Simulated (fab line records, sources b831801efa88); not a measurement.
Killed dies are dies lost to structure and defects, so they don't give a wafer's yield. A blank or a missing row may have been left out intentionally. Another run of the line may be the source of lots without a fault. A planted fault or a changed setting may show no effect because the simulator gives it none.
Matching of chambers	flow gf180mcu	4 sister chambers for GF_V3_CMP_04 on cmp-02
The step polishes SiO2. 16 wafers are shown with their chamber, then 7 later ones without.

== EACH WAFER AND ITS CHAMBER ==
wafer	chamber	motorCurrentA (A)	timeToEndpointS (s)	slurryFilterDpKPa (kPa)
L848.1	0	10.4	79	13.51
L848.3	3	11.0	82	13.37
L848.4	2	12.1	81	13.32
L850.2	2	11.2	80	13.37
L850.3	3	10.7	83	13.47
L850.5	1	10.6	82	13.41
L849.3	1	10.7	84	13.52
L849.4	2	11.4	87	13.52
L849.6	3	11.0	92	13.35
L854.2	2	11.1	84	13.59
L854.3	3	10.5	87	13.69
L854.4	1	10.6	82	13.67
L857.2	0	10.0	84	13.67
L857.3	2	11.1	80	13.41
L857.4	1	10.5	88	13.77
L863.1	2	11.5	78	13.49

SIGNATURES (averages over the wafers above)
reading	chamber 0	chamber 1	chamber 2	chamber 3	scatter within a chamber
motorCurrentA	10.200	10.600	11.400	10.800	0.289
timeToEndpointS	81.50	84.00	81.67	86.00	3.56
slurryFilterDpKPa	13.5900	13.5925	13.4500	13.4700	0.133
Rule: for each reading, subtract the chamber's mean from the wafer's reading, divide by that reading's scatter and square the result; add these up over the readings and take the root, which gives the wafer's distance from the chamber. If the next closest chamber is less than 2 further off than the closest, the wafer can't be placed; otherwise it belongs to the closest. The scatter: the root of (the sum of the squares of (reading less its chamber's mean) over the shown wafers, divided by (wafers less chambers)).

== WAFERS MISSING THEIR CHAMBER ==
wafer	motorCurrentA (A)	timeToEndpointS (s)	slurryFilterDpKPa (kPa)
L863.6	10.4	88	13.60
L868.1	10.6	67	13.51
L868.3	10.6	66	13.55
L868.6	10.6	74	13.66
L869.1	10.2	74	13.35
L869.3	12.2	72	13.58
L869.6	11.3	79	13.40

== EACH ONE'S CHAMBER ==
wafer	from the rows above	in truth
L863.6	can't be placed: 1 or 3 or 0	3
L868.1	can't be placed: 0 or 1 or 2 or 3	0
L868.3	can't be placed: 0 or 1 or 2 or 3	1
L868.6	can't be placed: 0 or 1 or 3 or 2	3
L869.1	can't be placed: 0 or 1 or 3 or 2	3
L869.3	2	2
L869.6	can't be placed: 2 or 3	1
Placed correctly: 1 of 7. Cannot be placed on the basis of these rows: 6; the candidates contain the true chamber in 5. Number placed wrongly: 0.
